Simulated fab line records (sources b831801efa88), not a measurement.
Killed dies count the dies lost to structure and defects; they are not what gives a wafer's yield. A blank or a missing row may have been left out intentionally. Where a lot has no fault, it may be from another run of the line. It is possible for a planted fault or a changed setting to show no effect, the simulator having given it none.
What tool caused it? :: flow sky130 :: 12 lots, 36 wafers sampled, at 5 steps of a route of 708

WHAT EACH GAUGE READ, for each wafer
SKY_VT_ADJUST_PCH_TW_MEAS_10. Usual: VT_ADJUST_PCH_TW gives 142.2 (standard deviation 1.8).
lot: L471
measured: day 11 11:37
on: film-metro-02
VT_ADJUST_PCH_TW: 144.0 144.1 144.2
flag: 

lot: L473
measured: day 11 19:35
on: film-metro-01
VT_ADJUST_PCH_TW: 141.0 141.4 140.6
flag: 

lot: L475
measured: day 12 12:46
on: film-metro-01
VT_ADJUST_PCH_TW: 140.3 140.6 140.6
flag: 

lot: L477
measured: day 13 02:28
on: film-metro-02
VT_ADJUST_PCH_TW: 145.0 144.5 145.3
flag: 

lot: L478
measured: day 13 07:49
on: film-metro-02
VT_ADJUST_PCH_TW: 143.9 144.4 144.2
flag: 

lot: L479
measured: day 13 20:19
on: film-metro-01
VT_ADJUST_PCH_TW: 142.4 140.2 141.3
flag: 

lot: L481
measured: day 14 14:56
on: film-metro-01
VT_ADJUST_PCH_TW: 141.8 140.9 141.8
flag: 

lot: L482
measured: day 15 00:49
on: film-metro-03
VT_ADJUST_PCH_TW: 140.3 139.5 140.1
flag: 

lot: L483
measured: day 15 07:07
on: film-metro-02
VT_ADJUST_PCH_TW: 144.1 144.4 143.9
flag: 

lot: L489
measured: day 17 00:53
on: film-metro-01
VT_ADJUST_PCH_TW: 139.9 140.3 140.3
flag: 

lot: L491
measured: day 17 15:01
on: film-metro-01
VT_ADJUST_PCH_TW: 140.4 140.6 140.1
flag: 

lot: L493
measured: day 18 05:05
on: film-metro-01
VT_ADJUST_PCH_TW: 140.7 140.5 140.6
flag: 

WHICH TOOL RAN EACH LOT (tool, then ch and the chambers of the sampled wafers, then the start)
lot: L471
SKY_VT_ADJUST_LVTN_STRIP_20: plasma-asher-01 ch 0,1, day 8 13:09
SKY_VT_ADJUST_NCORE_COAT_02: litho-track-03 ch 0, day 9 00:02
SKY_VT_ADJUST_NCORE_STRIP_10: plasma-asher-02 ch 0,1, day 9 12:16
SKY_VT_ADJUST_PCH_STRIP_09: plasma-asher-01 ch 0,1, day 11 11:32

lot: L473
SKY_VT_ADJUST_LVTN_STRIP_20: plasma-asher-03 ch 0,1, day 8 20:28
SKY_VT_ADJUST_NCORE_COAT_02: litho-track-04 ch 0, day 9 07:23
SKY_VT_ADJUST_NCORE_STRIP_10: plasma-asher-04 ch 0,1, day 9 19:44
SKY_VT_ADJUST_PCH_STRIP_09: plasma-asher-02 ch 0,1, day 11 19:29

lot: L475
SKY_VT_ADJUST_LVTN_STRIP_20: plasma-asher-04 ch 0,1, day 9 12:35
SKY_VT_ADJUST_NCORE_COAT_02: litho-track-04 ch 0, day 10 00:08
SKY_VT_ADJUST_NCORE_STRIP_10: plasma-asher-03 ch 0,1, day 10 11:53
SKY_VT_ADJUST_PCH_STRIP_09: plasma-asher-02 ch 0,1, day 12 12:40

lot: L477
SKY_VT_ADJUST_LVTN_STRIP_20: plasma-asher-04 ch 0, day 10 01:31
SKY_VT_ADJUST_NCORE_COAT_02: litho-track-04 ch 0, day 10 12:32
SKY_VT_ADJUST_NCORE_STRIP_10: plasma-asher-04 ch 0,1, day 11 01:29
SKY_VT_ADJUST_PCH_STRIP_09: plasma-asher-01 ch 0, day 13 02:22

lot: L478
SKY_VT_ADJUST_LVTN_STRIP_20: plasma-asher-03 ch 0,1, day 10 05:53
SKY_VT_ADJUST_NCORE_COAT_02: litho-track-02 ch 0, day 10 17:19
SKY_VT_ADJUST_NCORE_STRIP_10: plasma-asher-03 ch 0,1, day 11 05:59
SKY_VT_ADJUST_PCH_STRIP_09: plasma-asher-03 ch 0,1, day 13 07:43

lot: L479
SKY_VT_ADJUST_LVTN_STRIP_20: plasma-asher-04 ch 0,1, day 10 16:56
SKY_VT_ADJUST_NCORE_COAT_02: litho-track-02 ch 0, day 11 04:43
SKY_VT_ADJUST_NCORE_STRIP_10: plasma-asher-02 ch 0,1, day 11 17:41
SKY_VT_ADJUST_PCH_STRIP_09: plasma-asher-02 ch 0,1, day 13 20:13

lot: L481
SKY_VT_ADJUST_LVTN_STRIP_20: plasma-asher-04 ch 0, day 11 10:47
SKY_VT_ADJUST_NCORE_COAT_02: litho-track-02 ch 0, day 11 22:09
SKY_VT_ADJUST_NCORE_STRIP_10: plasma-asher-02 ch 0,1, day 12 10:50
SKY_VT_ADJUST_PCH_STRIP_09: plasma-asher-01 ch 0,1, day 14 14:49

lot: L482
SKY_VT_ADJUST_LVTN_STRIP_20: plasma-asher-04 ch 0,1, day 11 19:09
SKY_VT_ADJUST_NCORE_COAT_02: litho-track-04 ch 0, day 12 06:43
SKY_VT_ADJUST_NCORE_STRIP_10: plasma-asher-02 ch 0,1, day 12 19:25
SKY_VT_ADJUST_PCH_STRIP_09: plasma-asher-02 ch 0,1, day 15 00:44

lot: L483
SKY_VT_ADJUST_LVTN_STRIP_20: plasma-asher-03 ch 0,1, day 12 00:52
SKY_VT_ADJUST_NCORE_COAT_02: litho-track-02 ch 0, day 12 12:46
SKY_VT_ADJUST_NCORE_STRIP_10: plasma-asher-02 ch 0,1, day 13 01:31
SKY_VT_ADJUST_PCH_STRIP_09: plasma-asher-03 ch 0,1, day 15 07:01

lot: L489
SKY_VT_ADJUST_LVTN_STRIP_20: plasma-asher-01 ch 0,1, day 13 12:37
SKY_VT_ADJUST_NCORE_COAT_02: litho-track-03 ch 0, day 14 02:14
SKY_VT_ADJUST_NCORE_STRIP_10: plasma-asher-04 ch 0,1, day 14 15:23
SKY_VT_ADJUST_PCH_STRIP_09: plasma-asher-01 ch 0,1, day 17 00:47

lot: L491
SKY_VT_ADJUST_LVTN_STRIP_20: plasma-asher-01 ch 0,1, day 14 01:28
SKY_VT_ADJUST_NCORE_COAT_02: litho-track-03 ch 0, day 14 13:59
SKY_VT_ADJUST_NCORE_STRIP_10: plasma-asher-04 ch 0,1, day 15 04:35
SKY_VT_ADJUST_PCH_STRIP_09: plasma-asher-01 ch 0,1, day 17 14:55

lot: L493
SKY_VT_ADJUST_LVTN_STRIP_20: plasma-asher-03 ch 0,1, day 14 14:10
SKY_VT_ADJUST_NCORE_COAT_02: litho-track-04 ch 0, day 15 03:35
SKY_VT_ADJUST_NCORE_STRIP_10: plasma-asher-03 ch 0,1, day 15 17:41
SKY_VT_ADJUST_PCH_STRIP_09: plasma-asher-01 ch 0,1, day 18 04:59
- SKY_VT_ADJUST_LVTN_STRIP_20: strips in O2/N2.
- SKY_VT_ADJUST_NCORE_COAT_02: resist thk 1140 nm.
- SKY_VT_ADJUST_NCORE_STRIP_10: strips in O2/N2.
- SKY_VT_ADJUST_PCH_STRIP_09: strips in O2/N2.

WHAT THE TOOLS THEMSELVES READ (means of the sampled wafers that have a number; where no wafer has one, the mark that the record gives instead)
SKY_VT_ADJUST_LVTN_STRIP_20. Usual: drypump-motor-current-A 6.0 A, standard deviation 0.58; oes-product-au 0.715 a.u., standard deviation 0.0047; strip-time-to-endpoint-s 14.16 s, standard deviation 0.042.
lot: L471
tool: plasma-asher-01
drypump-motor-current-A (A): 5.4
oes-product-au (a.u.): 0.715
strip-time-to-endpoint-s (s): 14.14
flag: 

lot: L473
tool: plasma-asher-03
drypump-motor-current-A (A): 6.5
oes-product-au (a.u.): 0.718
strip-time-to-endpoint-s (s): 14.16
flag: 

lot: L475
tool: plasma-asher-04
drypump-motor-current-A (A): 6.4
oes-product-au (a.u.): 0.710
strip-time-to-endpoint-s (s): 14.20
flag: 

lot: L477
tool: plasma-asher-04
drypump-motor-current-A (A): 6.5
oes-product-au (a.u.): 0.712
strip-time-to-endpoint-s (s): 14.16
flag: 

lot: L478
tool: plasma-asher-03
drypump-motor-current-A (A): 6.2
oes-product-au (a.u.): 0.715
strip-time-to-endpoint-s (s): 14.14
flag: 

lot: L479
tool: plasma-asher-04
drypump-motor-current-A (A): 6.4
oes-product-au (a.u.): 0.714
strip-time-to-endpoint-s (s): 14.13
flag: 

lot: L481
tool: plasma-asher-04
drypump-motor-current-A (A): 6.5
oes-product-au (a.u.): 0.719
strip-time-to-endpoint-s (s): 14.14
flag: 

lot: L482
tool: plasma-asher-04
drypump-motor-current-A (A): 6.4
oes-product-au (a.u.): 0.712
strip-time-to-endpoint-s (s): 14.14
flag: 

lot: L483
tool: plasma-asher-03
drypump-motor-current-A (A): 6.5
oes-product-au (a.u.): 0.714
strip-time-to-endpoint-s (s): 14.18
flag: 

lot: L489
tool: plasma-asher-01
drypump-motor-current-A (A): 5.3
oes-product-au (a.u.): 0.713
strip-time-to-endpoint-s (s): 14.14
flag: 

lot: L491
tool: plasma-asher-01
drypump-motor-current-A (A): 5.3
oes-product-au (a.u.): 0.714
strip-time-to-endpoint-s (s): 14.20
flag: 

lot: L493
tool: plasma-asher-03
drypump-motor-current-A (A): 6.2
oes-product-au (a.u.): 0.710
strip-time-to-endpoint-s (s): 14.11
flag: 

SKY_VT_ADJUST_NCORE_COAT_02. Usual: chill-plate-temp-C 23.01 C, standard deviation 0.1.
lot: L471
tool: litho-track-03
chill-plate-temp-C (C): 22.87
flag: 

lot: L473
tool: litho-track-04
chill-plate-temp-C (C): 22.99
flag: 

lot: L475
tool: litho-track-04
chill-plate-temp-C (C): 22.87
flag: 

lot: L477
tool: litho-track-04
chill-plate-temp-C (C): 22.92
flag: 

lot: L478
tool: litho-track-02
chill-plate-temp-C (C): 23.08
flag: 

lot: L479
tool: litho-track-02
chill-plate-temp-C (C): 23.03
flag: 

lot: L481
tool: litho-track-02
chill-plate-temp-C (C): 22.95
flag: 

lot: L482
tool: litho-track-04
chill-plate-temp-C (C): 23.01
flag: 

lot: L483
tool: litho-track-02
chill-plate-temp-C (C): 23.04
flag: 

lot: L489
tool: litho-track-03
chill-plate-temp-C (C): 23.02
flag: 

lot: L491
tool: litho-track-03
chill-plate-temp-C (C): 23.12
flag: 

lot: L493
tool: litho-track-04
chill-plate-temp-C (C): 23.01
flag: 

SKY_VT_ADJUST_NCORE_STRIP_10. Usual: drypump-motor-current-A 6.2 A, standard deviation 0.43; oes-product-au 0.715 a.u., standard deviation 0.0047; strip-time-to-endpoint-s 14.17 s, standard deviation 0.037.
lot: L471
tool: plasma-asher-02
drypump-motor-current-A (A): 5.6
oes-product-au (a.u.): 0.717
strip-time-to-endpoint-s (s): 14.18
flag: 

lot: L473
tool: plasma-asher-04
drypump-motor-current-A (A): 6.4
oes-product-au (a.u.): 0.712
strip-time-to-endpoint-s (s): 14.12
flag: 

lot: L475
tool: plasma-asher-03
drypump-motor-current-A (A): 6.2
oes-product-au (a.u.): 0.713
strip-time-to-endpoint-s (s): 14.17
flag: 

lot: L477
tool: plasma-asher-04
drypump-motor-current-A (A): 6.4
oes-product-au (a.u.): 0.711
strip-time-to-endpoint-s (s): 14.14
flag: 

lot: L478
tool: plasma-asher-03
drypump-motor-current-A (A): 6.2
oes-product-au (a.u.): 0.713
strip-time-to-endpoint-s (s): 14.19
flag: 

lot: L479
tool: plasma-asher-02
drypump-motor-current-A (A): 5.6
oes-product-au (a.u.): 0.720
strip-time-to-endpoint-s (s): 14.20
flag: 

lot: L481
tool: plasma-asher-02
drypump-motor-current-A (A): 5.6
oes-product-au (a.u.): 0.719
strip-time-to-endpoint-s (s): 14.59
flag: OFF

lot: L482
tool: plasma-asher-02
drypump-motor-current-A (A): 5.8
oes-product-au (a.u.): 0.711
strip-time-to-endpoint-s (s): 14.12
flag: 

lot: L483
tool: plasma-asher-02
drypump-motor-current-A (A): 5.8
oes-product-au (a.u.): 0.712
strip-time-to-endpoint-s (s): 14.57
flag: OFF

lot: L489
tool: plasma-asher-04
drypump-motor-current-A (A): 6.4
oes-product-au (a.u.): 0.715
strip-time-to-endpoint-s (s): 14.19
flag: 

lot: L491
tool: plasma-asher-04
drypump-motor-current-A (A): 6.4
oes-product-au (a.u.): 0.715
strip-time-to-endpoint-s (s): 14.16
flag: 

lot: L493
tool: plasma-asher-03
drypump-motor-current-A (A): 6.2
oes-product-au (a.u.): 0.714
strip-time-to-endpoint-s (s): 14.19
flag: 

SKY_VT_ADJUST_PCH_STRIP_09. Usual: drypump-motor-current-A 5.7 A, standard deviation 0.51; oes-product-au 0.723 a.u., standard deviation 0.0049; strip-time-to-endpoint-s 36.90 s, standard deviation 0.11.
lot: L471
tool: plasma-asher-01
drypump-motor-current-A (A): 5.4
oes-product-au (a.u.): 0.721
strip-time-to-endpoint-s (s): 36.92
flag: 

lot: L473
tool: plasma-asher-02
drypump-motor-current-A (A): 5.8
oes-product-au (a.u.): 0.723
strip-time-to-endpoint-s (s): 36.95
flag: 

lot: L475
tool: plasma-asher-02
drypump-motor-current-A (A): 5.8
oes-product-au (a.u.): 0.726
strip-time-to-endpoint-s (s): 37.03
flag: 

lot: L477
tool: plasma-asher-01
drypump-motor-current-A (A): 5.1
oes-product-au (a.u.): 0.717
strip-time-to-endpoint-s (s): 37.16
flag: 

lot: L478
tool: plasma-asher-03
drypump-motor-current-A (A): 6.5
oes-product-au (a.u.): 0.724
strip-time-to-endpoint-s (s): 36.95
flag: 

lot: L479
tool: plasma-asher-02
drypump-motor-current-A (A): 5.8
oes-product-au (a.u.): 0.718
strip-time-to-endpoint-s (s): 36.96
flag: 

lot: L481
tool: plasma-asher-01
drypump-motor-current-A (A): 5.4
oes-product-au (a.u.): 0.724
strip-time-to-endpoint-s (s): 36.86
flag: 

lot: L482
tool: plasma-asher-02
drypump-motor-current-A (A): 5.7
oes-product-au (a.u.): 0.723
strip-time-to-endpoint-s (s): 36.85
flag: 

lot: L483
tool: plasma-asher-03
drypump-motor-current-A (A): 6.2
oes-product-au (a.u.): 0.720
strip-time-to-endpoint-s (s): 36.85
flag: 

lot: L489
tool: plasma-asher-01
drypump-motor-current-A (A): 5.3
oes-product-au (a.u.): 0.725
strip-time-to-endpoint-s (s): 36.73
flag: 

lot: L491
tool: plasma-asher-01
drypump-motor-current-A (A): 5.4
oes-product-au (a.u.): 0.722
strip-time-to-endpoint-s (s): 36.77
flag: 

lot: L493
tool: plasma-asher-01
drypump-motor-current-A (A): 5.4
oes-product-au (a.u.): 0.720
strip-time-to-endpoint-s (s): 36.76
flag: 

THE ANSWER, worked out from the rows above alone
Rule: take the mean of a lot's wafers that have a number; if it is more than 3 standard deviations from the usual mean, the lot is off. A lot without any number at a reading at which 4 lots or more have one is off too. All remaining lots with rows at the step are treated as sound. First the gauges in route order, then the tools' own readings, where a lot's mean is used as printed above. At the first step where some lot is off, the reading lying furthest off is the one used; lots without a number count as furthest.
Off: L481, L483, at SKY_VT_ADJUST_NCORE_STRIP_10 (strip-time-to-endpoint-s).
If a tool, at that step or one of the process steps before it, ran each lot that is off and ran no sound lot following the first of them, it fits. One fits: litho-track-02 at SKY_VT_ADJUST_NCORE_COAT_02. Its last sound lot is L479 (day 11 04:43), its first lot that is off L481 (day 11 22:09): a fault that began between those two fits.

WHAT THE SIMULATOR HAD INSERTED
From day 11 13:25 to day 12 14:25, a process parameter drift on litho-track-02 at SKY_VT_ADJUST_NCORE_COAT_02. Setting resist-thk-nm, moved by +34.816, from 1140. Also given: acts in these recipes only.
Struck lots among those shown: L481, L483. The same result came from the rule above.
